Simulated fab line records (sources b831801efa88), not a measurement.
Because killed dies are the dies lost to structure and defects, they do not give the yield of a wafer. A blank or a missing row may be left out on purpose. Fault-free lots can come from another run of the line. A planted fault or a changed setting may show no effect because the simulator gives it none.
Struck lot and sound lot, side by side -- flow sky130 -- 16 steps out of a route of 708
Sound: the wafers L169.2, L169.4, L169.6. Struck: wafer L187.1 (L187.2, L187.6, from the same lot, were not struck and are left out); the cause is given at the end.
Per side, at each step with rows, come the tool, then ch with its chambers, and then its first start. Under that, the readings that differ: sound wafers -- struck wafers -- difference of the means -- sigmas: that difference in standard deviations of wafers without a fault.
alike: a reading whose means differ by less than 2 such deviations, as well as words and numbers matching on both sides. not compared: withheld readings; readings where some wafer has no value; bounds like >300 that might hide an equal value; numbers whose values overlap and for which the record gives no deviation.
The two part at a step that has a row with sigmas, a row that says differs or no value, or rows on one side only. Numbers that don't overlap but have no deviation are shown without sigmas and don't part them. Lack of a reading on every wafer of one side parts them only where that side has two or more wafers.

first, 2 steps without rows for these wafers: SKY_METAL4_PEB_11; SKY_METAL4_DEVELOP_12 (develop time 60 s).
SKY_METAL4_CD_MEAS_13 targets a cd of 300 nm.
  struck on cd_sem-01, day 48 14:39; sound on cd_sem-02, day 42 17:49
  alike: cd_nm
SKY_METAL4_OVL_MEAS_14:
  struck on overlay-02, day 48 14:46; sound on overlay-02, day 42 17:55
  alike: METAL4_OVL
SKY_METAL4_DESCUM_15: chemistry O2, time 8 s.
  sound on rie_metal-04 ch 1, day 42 17:56; struck on rie_metal-04 ch 0, day 48 14:49
reading,sound,struck,difference,sigmas
drypump_motor_current_A (A),6.2 6.1 6.1,4.6,-1.5,-2
  alike: oes_product_au, temp_c
  not compared: rf_hours_counter_h
SKY_METAL4_ETCH_16: etches BARC in N2/H2, stops on SiO2, time 88.2 s, target depth 60 nm.
  sound on rie_metal-04 ch 1, day 42 17:58; struck on rie_metal-04 ch 0, day 48 14:50
reading,sound,struck,difference,sigmas
drypump_motor_current_A (A),6.2 6.2 6.2,4.6,-1.6,-3
  alike: oes_product_au, throttle_valve_pct
  not compared: rf_hours_counter_h
then, 1 step without rows for these wafers: SKY_METAL4_ETCH_17 (etches SiO2 in C4F8/O2/Ar, stops on TiN, time 3.9 s, target depth 15 nm).
SKY_METAL4_METAL_ETCH_18: etches the open film in Cl2/BCl3, stops on SiO2, target depth 845 nm, time 183.1 s.
  sound on rie_metal-01 ch 0,1, day 42 18:05; struck on rie_metal-02 ch 0, day 48 14:58
reading,sound,struck,difference,sigmas
oes_product_au (a.u.),0.874 0.860 0.859,0.881,+0.017,+3
  alike: drypump_motor_current_A, throttle_valve_pct
  not compared: rf_hours_counter_h
SKY_METAL4_STRIP_19: strips in O2/N2.
  sound on plasma_asher-01 ch 0,1, day 42 18:16; struck on plasma_asher-03 ch 0, day 48 15:08
  alike: drypump_motor_current_A, oes_product_au, strip_time_to_endpoint_s
  not compared: rf_hours_counter_h
then, 3 steps without rows for these wafers: SKY_METAL4_STRIP_20 (strips in post etch residue remover, time 1200 s); SKY_METAL4_CLEAN_21 (cleans in IPA, time 180 s); SKY_METAL4_CLEAN_22 (cleans in O3/DIW).
SKY_VIA4_HDPCVD_00: deposits SiO2, target thk 1750 nm, time 291.7 s.
  sound on hdpcvd-01 ch 0,1,2, day 42 19:21; struck on hdpcvd-02 ch 1, day 48 15:57
reading,sound,struck,difference,sigmas
model.SiO2_of_VIA4_HDPCVD_00.thk_nm (nm),1749 1780 1755,808,-953,
  alike: pressure_mtorr
SKY_VIA4_THK_MEAS_01:
  struck on film_metro-01, day 48 16:08; sound on film_metro-02, day 42 19:32
reading,sound,struck,difference,sigmas
VIA4_HDPCVD_THK (nm),1750 1782 1754,809,-953,-45
SKY_VIA4_CMP_02: polishes SiO2.
  sound on cmp-02 ch 0,1,2, day 42 19:38; struck on cmp-02 ch 0, day 48 16:29
  alike: motor_current_A
-- the record jumps here: 3 days lie between the struck wafers' starts before and after (it left off in module VIA4 and takes up again in module PAD_OPEN, whose first step shown is number 708 of the route) --
SKY_PAD_OPEN_PROBE_99:
  struck on prober-02, day 51 21:56; sound on prober-02, day 46 23:18
reading,sound,struck,difference,sigmas
model.etest.tester.sort_n_pass,412 424 417,216,-202,
model.etest.tester.sort_yield_pct (%),83.74 86.18 84.76,43.9,-41.0,
model.etest.tester.sort_bin_3_pct (%),1.423 0.6098 0.2033,42.89,+42.14,
model.etest.met5_comb.leak_log10_a_um,-11.94 -12.17 -12.05,-6.865,+5.188,
model.etest.tester.sort_bin_8_pct (%),0 0 0,1.437e-07,+1.437e-07,
  alike: defect_limited_yield, killed_at_M0_to_M3, killed_at_M4_up, killed_at_contacts, killed_at_front_end, killed_at_other, killed_dies, killed_open, killed_short

== WHERE THEY PART ==
First at SKY_METAL4_DESCUM_15; last, within this record, at SKY_VIA4_THK_MEAS_01. Later steps at which nothing parts them and some readings are alike: SKY_VIA4_CMP_02, SKY_PAD_OPEN_PROBE_99.

WHY: what had been put in by the simulator
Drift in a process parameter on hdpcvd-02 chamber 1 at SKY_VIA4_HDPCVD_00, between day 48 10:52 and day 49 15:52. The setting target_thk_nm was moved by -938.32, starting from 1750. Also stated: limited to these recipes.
